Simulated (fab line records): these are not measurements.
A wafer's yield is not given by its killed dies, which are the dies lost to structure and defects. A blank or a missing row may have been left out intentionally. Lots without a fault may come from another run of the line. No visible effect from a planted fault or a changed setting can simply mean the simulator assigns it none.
What tool caused it? ; flow gf180mcu ; 13 lots with 39 wafers sampled at 3 steps, on a route of 602 steps

## WHAT THE GAUGES READ, wafer by wafer
GF_PSD_OVL_MEAS_08.
lot;measured;on;PSD_OVL (nm)
L642;day 13 16:41;overlay-01;1.1 1.2 0.2
L643;day 14 05:43;overlay-01;1.2 0.0 2.2
L644;day 14 09:32;overlay-01;0.3 -0.8 -1.0
L645;day 15 02:11;overlay-01;1.7 1.4 2.0
L647;day 15 22:31;overlay-02;-2.1 -2.3 -1.3
L646;day 15 23:19;overlay-01;1.3 0.5 -0.1
L648;day 16 11:49;overlay-02;-1.0 -0.3 -0.7
L649;day 16 14:19;overlay-02;-1.0 -1.0 -0.3
L658;day 19 22:10;overlay-02;0.0 -0.5 0.9
L662;day 21 04:10;overlay-02;0.4 0.6 -0.2
L663;day 21 07:52;overlay-01;-0.6 0.6 -0.5
L664;day 21 14:52;overlay-01;0.6 -0.2 0.0
L665;day 21 23:46;overlay-02;0.0 -1.8 0.0

GF_SAB_THK_MEAS_01.
lot;measured;on;SAB_CVD_00_THK (nm)
L642;day 13 17:25;filmMetro-04;49.5 49.8 50.8
L643;day 14 06:32;filmMetro-01;50.8 50.7 51.1
L644;day 14 10:17;filmMetro-01;50.3 50.9 51.0
L645;day 15 02:56;filmMetro-02;49.5 50.3 50.4
L647;day 15 23:15;filmMetro-01;51.3 50.0 50.6
L646;day 16 00:08;filmMetro-02;49.4 50.0 51.0
L648;day 16 12:34;filmMetro-01;50.1 50.8 51.0
L649;day 16 15:04;filmMetro-01;49.7 49.7 50.0
L658;day 19 22:56;filmMetro-01;38.9 49.1 51.7 38.9 49.2 51.7
L662;day 21 05:01;filmMetro-04;49.1 50.9 50.2
L663;day 21 08:41;filmMetro-02;49.2 49.6 49.8
L664;day 21 15:38;filmMetro-04;49.6 49.5 49.8
L665;day 22 00:31;filmMetro-02;49.3 50.6 51.1

## WHICH TOOL RAN EACH LOT (tool, then ch and the chambers of the sampled wafers, then the start)
lot;GF_SAB_CVD_00
L642;pecvd-03 ch 0,1, day 13 17:23
L643;pecvd-01 ch 0,1,2, day 14 06:26
L644;pecvd-01 ch 0,1, day 14 10:14
L645;pecvd-03 ch 2, day 15 02:53
L647;pecvd-04 ch 0,1,2, day 15 23:14
L646;pecvd-01 ch 0,1,2, day 16 00:07
L648;pecvd-01 ch 0,1,2, day 16 12:32
L649;pecvd-03 ch 0,1, day 16 15:02
L658;pecvd-04 ch 0,1,2, day 19 22:55
L662;pecvd-01 ch 0,1,2, day 21 04:59
L663;pecvd-01 ch 1,2, day 21 08:40
L664;pecvd-03 ch 0,2, day 21 15:36
L665;pecvd-01 ch 0,1,2, day 22 00:29
- GF_SAB_CVD_00: deposits SiO2 from TEOS, target thk 50 nm, time 4.9302 s.

## AS READ BY THE TOOLS THEMSELVES (means over the sampled wafers that have a number; for cases with no such wafer, the mark the record gives instead)
GF_SAB_CVD_00.
lot;tool;heaterPowerW (W);susceptorTempC (C)
L642;pecvd-03;600;399.85
L643;pecvd-01;666;399.92
L644;pecvd-01;702;400.09
L645;pecvd-03;834;399.98
L647;pecvd-04;588;399.86
L646;pecvd-01;690;400.16
L648;pecvd-01;611;399.89
L649;pecvd-03;615;400.04
L658;pecvd-04;643;399.95
L662;pecvd-01;659;400.01
L663;pecvd-01;680;399.97
L664;pecvd-03;811;399.72
L665;pecvd-01;677;399.77

## THE ANSWER, worked out from the rows above alone
Rule: the usual values come from the lots themselves. Put in order of their means at a reading, lots are off if they are a third of the lots or fewer, leave a main group of 4 or more, and stand apart from it by a gap of 3 or more times the standard deviation of the main group's means; of several such gaps the widest counts. Not used: any main group whose means are identical at the precision the tables above print for the reading. A lot without any number at a reading at which 4 lots or more have one is off too. Where the step has rows for the other lots, those lots are counted as sound. After the gauges, taken in route order, come the tools' own readings; for these a lot's mean is taken, as printed above. At the first step where some lot is off, the reading lying furthest off is the one used; lots without a number count as furthest.
Off: L658, at GF_SAB_THK_MEAS_01 (SAB_CVD_00_THK). For the main group the mean is 50.2 nm and the standard deviation 0.42.
If a tool, at a process step before that reading, ran all the lots that are off and no sound lot after the first of them, it fits. The gauges at GF_SAB_THK_MEAS_01 are tried like those tools. Can't be told from this: 2 tools fit, pecvd-04 at GF_SAB_CVD_00, filmMetro-01 at GF_SAB_THK_MEAS_01.

## WHAT WAS PUT IN BY THE SIMULATOR
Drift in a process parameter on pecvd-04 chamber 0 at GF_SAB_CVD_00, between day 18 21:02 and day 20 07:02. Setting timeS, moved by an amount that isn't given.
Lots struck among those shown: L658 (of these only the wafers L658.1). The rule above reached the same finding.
